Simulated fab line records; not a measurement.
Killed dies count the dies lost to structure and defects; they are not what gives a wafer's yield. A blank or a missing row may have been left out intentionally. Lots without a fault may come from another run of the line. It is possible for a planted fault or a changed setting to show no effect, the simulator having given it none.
fab line records | flow sky130
record: lots: 6 wafers: 18 last_day: 48
route steps=708 shown METAL3@534 CAPM@537 PAD_OPEN@708
lots with no fault: from the same line, run without faults
start_h: hours from the record's opening day to when the first of the lot's shown wafers began | wait_h: hours since the lot's step before | " same as the row above | L1.1+2: a row that stands for several wafers | - either no value or no given start | * or withheld: withheld | < > ~ a bound
route shown NAME@n: NAME is a module with steps in the file, n the number in the route of the first one | usual: average and standard deviation across the fault-free wafers | same: alike in all rows | chamber/n: place in a boat | sites: per-site readings | _std_site: their standard deviation | _edge_site: outer sites' mean less inner sites' | radius_mm: for every site, how far away it sits from the centre of the wafer | mask NAME#n: copy n | behind: tool/chamber where the wafer was last shaped | hold: why the lot went on hold/how many hours it stayed there/how the hold came to an end | device: names the non-switching transistor (n, p or np) | end of line: tests of these same wafers at the route's end | a step given without rows: its recipe and nothing more | killed: the dies lost at the first sort to structure and to defects; this is not the yield of the wafer | map: the dies of a wafer, with x for killed, . for not killed, _ for no die there
set.NAME: the setting that was run; set.NAME@STEP: the one run at that earlier step | model.NAME: the simulator's own value behind a step, which no gauge read
lots at selected steps of the route; one table per step, one row per wafer
services: a tool's chamber out of use, with start hour (start_h, from the record's first day; less than 0 if before it), hours out, and reason
== steps ==
step: SKY_METAL3_SPUTTER_02
recipe: material: AlCu target_thk_nm: 735 power_w: 10600 time_s: 39.1 chamber_pressure_pa: 0.4
usual: throttle_valve_pct: 29.9/0.94
columns lot.wafer tool chamber start_h wait_h throttle_valve_pct
L591.1 pvd_sputter-01 - 866.76 0.0 30.3
L591.4 " - " " 28.3
L591.5 " - " " 30.3
L595.2 pvd_sputter-01 - 892.19 0.0 28.3
L595.3 " - " " 30.7
L595.5 " - " " 30.2
L600.2 pvd_sputter-03 - 934.67 0.0 31.5
L600.3 " - " " 28.7
L600.4 " - " " 29.5
L599.1 pvd_sputter-04 - 937.29 0.0 29.3
L599.2 " - " " 30.8
L599.6 " - " " 30.5
L601.3 pvd_sputter-04 - 945.81 0.0 30.8
L601.4 " - " " 30.7
L601.5 " - " " 28.8
L603.3 pvd_sputter-03 - 946.41 0.0 28.8
L603.4 " - " " 29.6
L603.5 " - " " 29.5
step: SKY_METAL3_SPUTTER_03
recipe: material: Ti target_thk_nm: 5 power_w: 3000 time_s: 3.3 chamber_pressure_pa: 0.4
usual: throttle_valve_pct: 29.9/0.91
columns lot.wafer tool chamber start_h wait_h throttle_valve_pct
L591.1 pvd_sputter-01 - 866.80 0.0 30.5
L591.4 " - " " 28.2
L591.5 " - " " 30.3
L595.2 pvd_sputter-01 - 892.23 0.0 28.2
L595.3 " - " " 30.3
L595.5 " - " " 30.4
L600.2 pvd_sputter-03 - 934.70 0.0 32.0
L600.3 " - " " 28.6
L600.4 " - " " 29.7
L599.1 pvd_sputter-04 - 937.33 0.0 28.8
L599.2 " - " " 30.5
L599.6 " - " " 30.8
L601.3 pvd_sputter-04 - 945.84 0.0 30.5
L601.4 " - " " 30.7
L601.5 " - " " 29.1
L603.3 pvd_sputter-03 - 946.44 0.0 28.7
L603.4 " - " " 29.2
L603.5 " - " " 29.7
step: SKY_METAL3_SPUTTER_04
recipe: material: TiN target_thk_nm: 70 power_w: 6500 time_s: 58.3 chamber_pressure_pa: 0.4
usual: throttle_valve_pct: 29.8/0.93
columns lot.wafer tool chamber start_h wait_h throttle_valve_pct
L591.1 pvd_sputter-01 - 866.82 0.0 30.4
L591.4 " - " " 28.2
L591.5 " - " " 30.3
L595.2 pvd_sputter-01 - 892.25 0.0 28.3
L595.3 " - " " 30.3
L595.5 " - " " 30.4
L600.2 pvd_sputter-03 - 934.72 0.0 31.7
L600.3 " - " " 28.6
L600.4 " - " " 29.7
L599.1 pvd_sputter-04 - 937.34 0.0 29.1
L599.2 " - " " 30.8
L599.6 " - " " 30.4
L601.3 pvd_sputter-04 - 945.86 0.0 30.7
L601.4 " - " " 30.6
L601.5 " - " " 29.2
L603.3 pvd_sputter-03 - 946.46 0.0 28.7
L603.4 " - " " 29.6
L603.5 " - " " 29.6
step: SKY_CAPM_CVD_00
recipe: material: SiO2 target_thk_nm: 15.5 temp_c: 400 time_s: withheld rf_w: 450
usual: heater_power_w: 787/78 susceptor_temp_C: 399.99/0.22
columns lot.wafer tool chamber start_h wait_h heater_power_w susceptor_temp_C
L591.1 pecvd-01 2 866.87 0.0 830 400.37
L591.4 " 0 " " 823 399.97
L591.5 " 2 " " 842 400.10
L595.2 pecvd-01 2 892.30 0.0 733 399.95
L595.3 " 0 " " 795 400.20
L595.5 " 1 " " 898 400.19
L600.2 pecvd-01 2 934.77 0.0 811 399.97
L600.3 " 0 " " 738 400.12
L600.4 " 2 " " 829 399.88
L599.1 pecvd-04 1 937.39 0.0 961 400.03
L599.2 " 0 " " 901 400.05
L599.6 " 2 " " 790 399.95
L601.3 pecvd-03 2 945.91 0.0 634 399.86
L601.4 " 1 " " 737 399.87
L601.5 " 0 " " 725 399.91
L603.3 pecvd-04 1 946.51 0.0 882 399.56
L603.4 " 2 " " 731 400.04
L603.5 " 1 " " 896 399.77
step: SKY_CAPM_THK_MEAS_01
recipe: reads: SiO2_of_CAPM_CVD_00
usual: CAPM_CVD_00_THK: 15.46/0.26
columns lot.wafer tool chamber start_h wait_h CAPM_CVD_00_THK[nm]
L591.1 film_metro-04 - 866.89 - 15.47
L591.4 " - " " 15.78
L591.5 " - " " 15.73
L595.2 film_metro-03 - 892.33 - 15.50
L595.3 " - " " 15.43
L595.5 " - " " 15.61
L600.2 film_metro-03 - 934.80 - 15.73
L600.3 " - " " 15.86
L600.4 " - " " 15.65
L599.1 film_metro-03 - 937.42 - 15.09
L599.2 " - " " 15.00
L599.6 " - " " 15.59
L601.3 film_metro-03 - 945.95 - 14.91
L601.4 " - " " 15.27
L601.5 " - " " 15.28
L603.3 film_metro-02 - 946.55 - 15.23
L603.4 " - " " 15.95
L603.5 " - " " 15.63
step: SKY_CAPM_SPUTTER_02
recipe: material: TiN target_thk_nm: 200 temp_c: 300 power_w: 6500 time_s: 166.7 chamber_pressure_pa: 0.4
usual: susceptor_temp_C: 300.01/0.19 throttle_valve_pct: 29.9/1.3
columns lot.wafer tool chamber start_h wait_h susceptor_temp_C throttle_valve_pct
L591.1 pvd_sputter-02 - 866.95 0.1 300.34 30.7
L591.4 " - " " 299.97 32.2
L591.5 " - " " 299.87 28.9
L595.2 pvd_sputter-02 - 892.38 0.0 299.85 30.6
L595.3 " - " " 299.64 28.7
L595.5 " - " " 300.01 32.2
L600.2 pvd_sputter-01 - 934.85 0.0 300.21 30.4
L600.3 " - " " 299.91 28.0
L600.4 " - " " 300.12 30.5
L599.1 pvd_sputter-03 - 937.48 0.1 300.15 30.7
L599.2 " - " " 300.15 28.8
L599.6 " - " " 299.93 28.5
L601.3 pvd_sputter-03 - 945.99 0.0 300.03 29.4
L601.4 " - " " 299.66 31.8
L601.5 " - " " 299.73 31.5
L603.3 pvd_sputter-01 - 946.59 0.0 299.96 29.0
L603.4 " - " " 300.12 30.1
L603.5 " - " " 299.98 30.4
step: SKY_CAPM_RS_MEAS_03
recipe: thk_meas_gauge: four-point-probe reads: TiN_of_CAPM_SPUTTER_02
usual: CAPM_TIN_RS: 6.89/0.096
columns lot.wafer tool chamber start_h wait_h CAPM_TIN_RS[ohm/sq]
L591.1 film_metro-03 - 867.06 0.1 6.95
L591.4 " - " " 6.92
L591.5 " - " " 6.78
L595.2 film_metro-02 - 892.51 0.1 7.04
L595.3 " - " " 6.83
L595.5 " - " " 6.96
L600.2 film_metro-04 - 934.98 0.1 6.91
L600.3 " - " " 6.89
L600.4 " - " " 6.67
L599.1 film_metro-02 - 937.58 0.1 6.88
L599.2 " - " " 6.76
L599.6 " - " " 6.79
L601.3 film_metro-04 - 946.14 0.1 6.81
L601.4 " - " " 6.83
L601.5 " - " " 6.81
L603.3 film_metro-02 - 946.74 0.1 6.79
L603.4 " - " " 6.98
L603.5 " - " " 6.95
step: SKY_CAPM_THK_MEAS_04
recipe: thk_meas_gauge: xrf reads: TiN_of_CAPM_SPUTTER_02
usual: CAPM_TIN_THK: 202.6/2.9
columns lot.wafer tool chamber start_h wait_h CAPM_TIN_THK[nm]
L591.1 film_metro-03 - 867.18 0.1 200.8
L591.4 " - " " 202.1
L591.5 " - " " 205.8
L595.2 film_metro-02 - 892.62 0.1 199.7
L595.3 " - " " 204.7
L595.5 " - " " 201.3
L600.2 film_metro-04 - 935.09 0.1 200.4
L600.3 " - " " 200.3
L600.4 " - " " 206.6
L599.1 film_metro-02 - 937.70 0.1 202.8
L599.2 " - " " 207.8
L599.6 " - " " 206.2
L601.3 film_metro-04 - 946.24 0.1 203.7
L601.4 " - " " 203.2
L601.5 " - " " 204.1
L603.3 film_metro-02 - 946.84 0.1 206.1
L603.4 " - " " 200.6
L603.5 " - " " 202.2
step: SKY_CAPM_DEHYDRATE_05
recipe: temp_c: 200 time_s: 60
step: SKY_CAPM_HMDS_06
recipe: prime_time_s: 60 prime_temp_c: 120
step: SKY_CAPM_COAT_07
recipe: resist: NOVOLAK spin_rpm: 3000 resist_thk_nm: 1140
step: SKY_CAPM_SOFTBAKE_08
recipe: temp_c: 90 time_s: 60 resist: NOVOLAK
step: SKY_CAPM_EXPOSE_09
recipe: mask_id: CAPM na: 0.6 source_shape: conventional sigma_outer: 0.6 polarization: unpolarized target_cd_nm: 1000 dose_mj: 159
columns lot.wafer tool chamber start_h wait_h mask
L591.1+4+5 iline_stepper-01 0 880.52 - CAPM#0
L595.2+3+5 iline_stepper-01 0 904.95 - CAPM#0
L600.2+3+4 iline_stepper-01 0 947.00 - CAPM#0
L599.1+2+6 iline_stepper-02 0 949.77 - CAPM#0
L601.3+4+5 iline_stepper-01 0 957.49 - CAPM#0
L603.3+4+5 iline_stepper-01 0 958.85 - CAPM#0
step: SKY_CAPM_PEB_10
recipe: temp_c: withheld time_s: * resist: NOVOLAK
step: SKY_CAPM_DEVELOP_11
recipe: resist: NOVOLAK developer: TMAH develop_time_s: 60 dev_temp_c: 23
step: SKY_CAPM_OVL_MEAS_12
usual: CAPM_OVL: 0.6/1.6
columns lot.wafer tool chamber start_h wait_h CAPM_OVL[nm]
L591.1 overlay-02 - 892.93 0.1 3.3
L591.4 " - " " 2.0
L591.5 " - " " 3.3
L595.2 overlay-02 - 917.34 0.1 -0.2
L595.3 " - " " -1.5
L595.5 " - " " 0.8
L600.2 overlay-01 - 958.71 0.1 1.5
L600.3 " - " " 1.3
L600.4 " - " " 1.2
L599.1 overlay-02 - 961.14 0.1 2.4
L599.2 " - " " 0.0
L599.6 " - " " 1.1
L601.3 overlay-01 - 969.79 0.1 2.1
L601.4 " - " " 2.2
L601.5 " - " " 1.1
L603.3 overlay-02 - 970.89 0.1 -0.7
L603.4 " - " " -0.3
L603.5 " - " " 0.0
step: SKY_CAPM_METAL_ETCH_13
recipe: target_depth_nm: 220 stop_on: SiO2 chemistry: Cl2/BCl3 target: TiN pressure_mtorr: 10 icp_w: 900 bias_w: 48.5 Cl2_flow_sccm: 60 bcl3_flow_sccm: 30 time_s: 62.9
usual: drypump_motor_current_A: 5.6/0.32 oes_product_au: 0.943/0.0092 throttle_valve_pct: 21.902/0.012
columns lot.wafer tool chamber start_h wait_h drypump_motor_current_A oes_product_au rf_hours_counter_h throttle_valve_pct model.CAPM.cd_nm
L591.1 rie_metal-03 0 892.97 0.0 5.9 0.940 18 21.895 999.2
L591.4 " 1 " " 5.6 0.944 - 21.881 1001
L591.5 " 1 " " 5.6 0.952 - 21.882 1000
L595.2 rie_metal-03 0 917.37 0.0 5.9 0.929 0 21.911 1002
L595.3 " 0 " " 5.9 0.943 - 21.889 999.7
L595.5 " 1 " " 5.6 0.936 - 21.917 995.3
L600.2 rie_metal-03 1 958.74 0.0 5.6 0.945 9 21.897 999.2
L600.3 " 0 " " 5.9 0.945 - 21.887 1001
L600.4 " 1 " " 5.6 0.971 - 21.901 999.1
L599.1 rie_metal-04 1 961.18 0.0 5.7 0.940 1 21.903 1004
L599.2 " 0 " " 5.9 0.952 14 21.908 1001
L599.6 " 0 " " 5.9 0.950 - 21.897 1003
L601.3 rie_metal-02 0 969.84 0.0 5.8 0.949 - 21.903 941.5
L601.4 " 1 " " 5.0 0.945 - 21.901 1004
L601.5 " 0 " " 5.8 0.958 - 21.899 941
L603.3 rie_metal-03 0 970.94 0.0 5.9 0.950 - 21.891 940.8
L603.4 " 1 " " 5.7 0.933 - 21.909 1004
L603.5 " 0 " " 5.9 0.936 - 21.909 943.9
step: SKY_CAPM_STRIP_14
recipe: chemistry: O2/N2 power_w: 1400 pressure_mtorr: 1500 platen_temp_c: withheld o2_flow_sccm: 3000 n2_flow_sccm: 300 overash_fraction: 0.5
step: SKY_PAD_OPEN_PROBE_99
usual: defect_limited_yield: 82.5/2 killed_at_M0_to_M3: 44/7.7 killed_at_M4_up: 3.0/1.9 killed_at_contacts: 25/5.6 killed_at_front_end: 15/4.6 killed_at_other: 0.3/0.47 killed_dies: 86/9.9 killed_open: 47/7.4 killed_short: 39/5.9 sort_bin_3_pad_short: 0.8/0.37 sort_bin_5_function: 10.4/1.5 sort_bin_6_memory: 6.3/1 sort_n_pass: 406/9.9 sort_yield_pct: 82.5/2
same: gross_dies: 492 killed_at_back_side: 0 sort_bin_4_leakage[%]: 0 sort_bin_8_speed[%]: 0
columns lot.wafer tool chamber start_h wait_h defect_limited_yield[%] killed_at_M0_to_M3 killed_at_M4_up killed_at_contacts killed_at_front_end killed_at_other killed_dies killed_open killed_short sort_bin_3_pad_short[%] sort_bin_5_function[%] sort_bin_6_memory[%] sort_n_pass sort_yield_pct[%]
L595.2 prober-01 - 1110.29 0.1 82.1 52 1 19 16 0 88 44 44 0.8 10.4 6.7 404 82.1
L595.3 prober-01 - 1110.34 0.2 85.0 32 3 24 15 0 74 37 37 0.8 9.6 4.7 418 85.0
L595.5 prober-01 - 1110.44 0.2 82.1 40 2 31 14 1 88 53 35 1.0 9.3 7.5 404 82.1
killed by level:class
L595.2 VIA1:geometric_particle:open=10 VIA3:geometric_particle:open=8 VIA3:geometric_particle:short=7 VIA2:geometric_particle:open=7 CONTACT:geometric_particle:open=6 VIA1:geometric_particle:short=5 SONOS_ONO:geometric_particle:short=5 FIELD_ISO:geometric_particle:short=4
L595.3 CONTACT:geometric_particle:open=9 VIA1:geometric_particle:open=9 CONTACT:geometric_particle:short=7 FIELD_ISO:geometric_particle:short=5 LI_CONTACT:geometric_particle:open=5 METAL1:geometric_particle:short=5 VIA1:geometric_particle:short=4 VIA3:geometric_particle:open=4
L595.5 LI_CONTACT:geometric_particle:open=13 CONTACT:geometric_particle:open=8 VIA1:geometric_particle:open=8 VIA3:geometric_particle:open=8 POLY_GATE:geometric_particle:open=5 METAL1:geometric_particle:short=5 VIA2:geometric_particle:open=5 LI_CONTACT:geometric_particle:short=4
== services ==
columns tool chamber start_h hours kind
iline_stepper-02 - 849.50 1.7 pm
pvd_sputter-01 - 868.54 2.8 repair
rie_metal-03 - 870.39 2.8 pm
pecvd-04 0 872.69 23.0 repair
pecvd-04 2 880.82 2.1 scheduled_down
rie_metal-02 - 895.91 0.3 repair
rie_metal-03 0 895.96 - clean
rie_metal-03 0 895.96 18.7 scheduled_down
rie_metal-03 0 895.96 18.7 vent_cycle
rie_metal-04 1 913.27 - clean
rie_metal-04 1 913.27 21.2 scheduled_down
rie_metal-04 1 913.27 21.2 vent_cycle
iline_stepper-01 - 917.46 1.7 pm
pecvd-01 - 919.74 14.6 pm
pvd_sputter-04 - 925.24 1.1 repair
pecvd-03 0 934.12 5.0 scheduled_down
pecvd-01 2 944.22 9.1 repair
pecvd-01 - 947.07 1.6 repair
rie_metal-02 0 956.03 1.3 repair
iline_stepper-02 - 956.39 3.6 repair
pvd_sputter-03 - 963.70 4.5 repair
pvd_sputter-01 - 964.37 5.4 repair
== key ==
first_sign none at tools or gauges
model_effect: step: SKY_CAPM_METAL_ETCH_13 value: CAPM.cd_nm without: 1003 struck: 941.8
met_at SKY_CAPM_EXPOSE_09
struck_wafers L601.3,L601.5,L603.3,L603.5
onset_between 947.00 957.49
fault: kind: process_parameter_drift tool: iline_stepper-01 chamber: - onset_h: 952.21 steps: SKY_CAPM_EXPOSE_09 channel: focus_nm offset: 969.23 shape: step end_h: 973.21 scope: struck_wafers_only
